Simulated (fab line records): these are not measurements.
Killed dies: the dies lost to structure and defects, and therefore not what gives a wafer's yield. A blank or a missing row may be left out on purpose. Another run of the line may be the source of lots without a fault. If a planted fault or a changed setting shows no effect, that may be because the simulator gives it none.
Chamber matching | flow sky130 | SKY_VIA1_ETCH_15 on rie_diel-01 has 4 sister chambers
The step etches SiO2 in C4F8/O2/Ar, stops on TiN, target depth 351 nm, time 54 s. 4 wafers are shown with their chamber, then 12 later ones without.

== WAFERS WITH THEIR CHAMBER ==
wafer  | chamber | oes_product_au (a.u.)
L089.1 | 0       | 0.976
L090.2 | 2       | 0.973
L090.4 | 3       | 0.981
L090.6 | 1       | 0.986

== WAFERS WITH NO CHAMBER GIVEN ==
wafer  | oes_product_au (a.u.)
L093.4 | 0.975
L093.5 | 0.971
L093.6 | 0.978
L094.3 | 0.988
L094.4 | 0.989
L094.5 | 0.974
L096.4 | 0.976
L096.5 | 0.983
L096.6 | 0.989
L097.1 | 0.976
L097.4 | 0.978
L097.5 | 0.988

== CHAMBER TAKEN BY EACH ==
wafer  | from the rows above          | in truth
L093.4 | can't be placed: 0 or 2      | 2
L093.5 | can't be placed: 2 or 0      | 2
L093.6 | can't be placed: 0 or 3 or 2 | 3
L094.3 | 1                            | 1
L094.4 | 1                            | 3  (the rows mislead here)
L094.5 | can't be placed: 2 or 0      | 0
L096.4 | can't be placed: 0 or 2      | 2
L096.5 | can't be placed: 3 or 1      | 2
L096.6 | 1                            | 1
L097.1 | can't be placed: 0 or 2      | 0
L097.4 | can't be placed: 0 or 3 or 2 | 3
L097.5 | 1                            | 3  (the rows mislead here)
Correct placement for 2 of the 12. These rows do not allow placing 8 (true chamber among the candidates in 7). 2 placed wrongly.
How it was worked out, from the rows above alone: a wafer's distance from a chamber is the root of the sum, over the readings, of the square of ((its reading less the chamber's mean) divided by the reading's scatter). If the next closest chamber is less than 2 further off than the closest, the wafer can't be placed; otherwise it belongs to the closest. For every chamber, the mean is computed from those of its wafers that are shown. The scatter (one wafer shown for each chamber): square how far every hidden wafer sits from the nearest shown wafer, average those squares and take the square root.
